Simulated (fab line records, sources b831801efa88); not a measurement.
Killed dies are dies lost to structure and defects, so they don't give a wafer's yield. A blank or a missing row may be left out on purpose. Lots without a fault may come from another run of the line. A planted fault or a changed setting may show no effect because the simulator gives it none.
Which tool did it? | flow gf180mcu | 7 lots, 21 wafers sampled, at 1 step of a route of 602

WHAT THE GAUGES READ, wafer by wafer
GF_POLY_GATE_THK_MEAS_17.
lot  | measured     | on            | POLY_GATE_OXIDATION_THK (nm)
L889 | day 10 19:01 | film_metro-04 | 4.04 4.05 4.04
L893 | day 11 22:46 | film_metro-03 | 4.03 3.95 4.06
L895 | day 12 14:16 | film_metro-03 | 3.82 3.98 3.89
L899 | day 13 15:33 | film_metro-04 | 4.00 4.11 4.16
L901 | day 14 07:16 | film_metro-04 | 3.97 3.97 4.08
L903 | day 14 22:51 | film_metro-03 | 3.94 3.86 3.93
L905 | day 15 11:47 | film_metro-03 | 3.91 3.93 3.97

WHICH TOOL RAN EACH LOT (tool, then ch and the chambers of the sampled wafers, then the start)
The record holds no process step before these readings.

THE ANSWER, worked out from the rows above alone
Rule: what is usual is taken from the lots themselves. Put in order of their means at a reading, lots are off if they are a third of the lots or fewer, leave a main group of 4 or more, and stand apart from it by a gap of 3 or more times the standard deviation of the main group's means; of several such gaps the widest counts. A main group whose means are all the same, to the digits that the tables above print for the reading, isn't used. A lot without any number at a reading at which 4 lots or more have one is off too. The other lots that the step has rows for count as sound.
No lot is off at any reading shown: from this, nothing can be told.

WHAT THE SIMULATOR HAD PUT IN
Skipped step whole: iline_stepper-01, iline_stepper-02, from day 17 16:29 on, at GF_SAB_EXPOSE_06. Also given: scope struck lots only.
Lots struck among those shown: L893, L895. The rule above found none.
